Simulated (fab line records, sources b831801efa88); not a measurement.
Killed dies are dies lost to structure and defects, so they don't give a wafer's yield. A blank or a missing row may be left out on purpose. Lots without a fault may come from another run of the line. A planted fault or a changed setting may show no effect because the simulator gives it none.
A struck lot beside a sound one | flow sky130 | 36 steps out of a route of 708
Sound: wafers L864.2, L864.3, L864.6. Struck: wafers L844.3, L844.5, L844.6. The cause comes at the end.
At each step with rows: each side's tool, then ch and its chambers, then its first start. Under that, the readings that differ: sound wafers | struck wafers | difference of the means | sigmas: that difference in standard deviations of wafers without a fault.
alike: readings whose means differ by less than 2 such deviations, and words and numbers that are the same on both sides. not compared: withheld readings, readings that some wafer has no value for, bounds like >300 that may hide the same value, and numbers for which the record gives no deviation and whose values overlap.
The two part at a step that has a row with sigmas, a row that says differs or no value, or rows on one side only. Numbers that don't overlap but have no deviation are shown without sigmas and don't part them. A reading that every wafer of one side lacks parts them only if that side has two wafers or more.

first, 10 steps without rows for these wafers: SKY_GATE_OXIDE_COAT_05 (resist thk 1140 nm); SKY_GATE_OXIDE_SOFTBAKE_06 (time 60 s); SKY_GATE_OXIDE_EXPOSE_07 (exposes mask LVOM, target cd 600 nm); SKY_GATE_OXIDE_PEB_08; SKY_GATE_OXIDE_DEVELOP_09 (develop time 60 s); SKY_GATE_OXIDE_IMPLANT_11; SKY_GATE_OXIDE_WET_ETCH_12 (etches SiO2 in dHF, target depth 16.8 nm, time 336 s); SKY_GATE_OXIDE_STRIP_13 (strips in O2/N2); SKY_GATE_OXIDE_CLEAN_15 (cleans in SC1/SC2, time 150 s); SKY_GATE_OXIDE_OXIDATION_16 (stabilise 600 s, purge 300 s, target thk 3.57 nm).
SKY_POLY_GATE_CVD_00: deposits poly-Si, target thk 180 nm, time 720 s.
  sound on lpcvd-01 ch 0, day 22 02:50; struck on lpcvd-01 ch 1, day 14 18:31
  reading                                       | sound           | struck          | difference | sigmas
  model.poly-Si_of_POLY_GATE_CVD_00.thk_nm (nm) | 178.9 178.5 180 | 190 189.2 190.5 | +11        |
SKY_POLY_GATE_THK_MEAS_01:
  sound on film_metro-01, day 22 04:39; struck on film_metro-04, day 14 19:44
  reading                   | sound             | struck            | difference | sigmas
  POLY_GATE_CVD_00_THK (nm) | 178.7 178.4 180.1 | 190.1 189.1 190.4 | +10.8      | +6
then, 9 steps without rows for these wafers: SKY_RES_PROTECT_DEHYDRATE_00 (time 60 s); SKY_RES_PROTECT_HMDS_01 (prime time 60 s); SKY_RES_PROTECT_COAT_02 (resist thk 1140 nm); SKY_RES_PROTECT_SOFTBAKE_03 (time 60 s); SKY_RES_PROTECT_EXPOSE_04 (exposes mask RPM, target cd 1270 nm); SKY_RES_PROTECT_PEB_05; SKY_RES_PROTECT_DEVELOP_06 (develop time 60 s); SKY_POLY_GATE_IMPLANT_02; SKY_RES_PROTECT_STRIP_07 (strips in O2/N2).
SKY_RES_PROTECT_CLEAN_09: cleans in SC1/SC2, time 150 s.
  sound on wet_bench-01 ch 1, day 23 10:42; struck on wet_bench-01 ch 0, day 15 22:02
  reading                                       | sound             | struck            | difference | sigmas
  model.poly-Si_of_POLY_GATE_CVD_00.thk_nm (nm) | 178.3 177.9 179.4 | 189.3 188.6 189.8 | +10.7      |
then, 11 steps without rows for these wafers: SKY_POLY_GATE_CVD_03 (deposits Si3N4 from DCS/NH3, target thk 75 nm, time 1290 s); SKY_POLY_GATE_DEHYDRATE_05 (time 60 s); SKY_POLY_GATE_HMDS_06 (prime time 60 s); SKY_POLY_GATE_COAT_07 (resist thk 110 nm); SKY_POLY_GATE_COAT_08 (resist thk 450 nm); SKY_POLY_GATE_SOFTBAKE_09 (time 90 s); SKY_POLY_GATE_EXPOSE_10 (exposes mask P1M, target cd 150 nm); SKY_POLY_GATE_PEB_11; SKY_POLY_GATE_DEVELOP_12 (develop time 60 s); SKY_POLY_GATE_ETCH_15 (etches BARC in N2/H2, stops on SiO2, time 118.5 s, target depth 110 nm); SKY_POLY_GATE_ETCH_16 (etches Si3N4 in CH3F/O2, stops on poly-Si, time 147.5 s, target depth 75 nm).
SKY_POLY_GATE_ETCH_17: etches poly-Si in HBr/Cl2, stops on SiO2, target depth 180 nm, time 70.5 s.
  sound on rie_si-01 ch 0,1,2, day 24 18:53; struck on rie_si-01 ch 1,2,3, day 17 05:15
  reading               | sound             | struck            | difference | sigmas
  oes_product_au (a.u.) | 0.981 0.985 0.982 | 0.988 1.010 1.002 | +0.017     | +2
  alike: drypump_motor_current_A, rf_fwd_power_W, throttle_valve_pct
  not compared: rf_hours_counter_h, model.POLY_GATE.feature_depth_nm, model.etch.depth_nm
then, 1 step without rows for these wafers: SKY_POLY_GATE_STRIP_18 (strips in O2/N2).
-- the record jumps here: 29 days lie between the struck wafers' starts before and after (it left off in module POLY_GATE and takes up again in module PAD_OPEN, whose first step shown is number 708 of the route) --
SKY_PAD_OPEN_PROBE_99:
  sound on prober-01, day 50 20:11; struck on prober-02, day 46 03:41
  reading                           | sound             | struck            | difference | sigmas
  model.etest.res_high_po.rs_ohm_sq | 261.5 265.7 268.9 | 247.9 251 248.9   | -16.1      |
  model.etest.res_poly.rs_ohm_sq    | 47.76 48.71 48.78 | 46.22 45.94 45.87 | -2.41      |
  alike: killed_at_M0_to_M3, killed_at_M4_up, killed_at_contacts, killed_at_front_end, killed_at_other, killed_dies, killed_open, killed_short

WHERE THEY PART
First at SKY_POLY_GATE_THK_MEAS_01; last, within this record, at SKY_POLY_GATE_ETCH_17. Later steps at which nothing parts them and some readings are alike: SKY_PAD_OPEN_PROBE_99.

WHY: what the simulator had put in
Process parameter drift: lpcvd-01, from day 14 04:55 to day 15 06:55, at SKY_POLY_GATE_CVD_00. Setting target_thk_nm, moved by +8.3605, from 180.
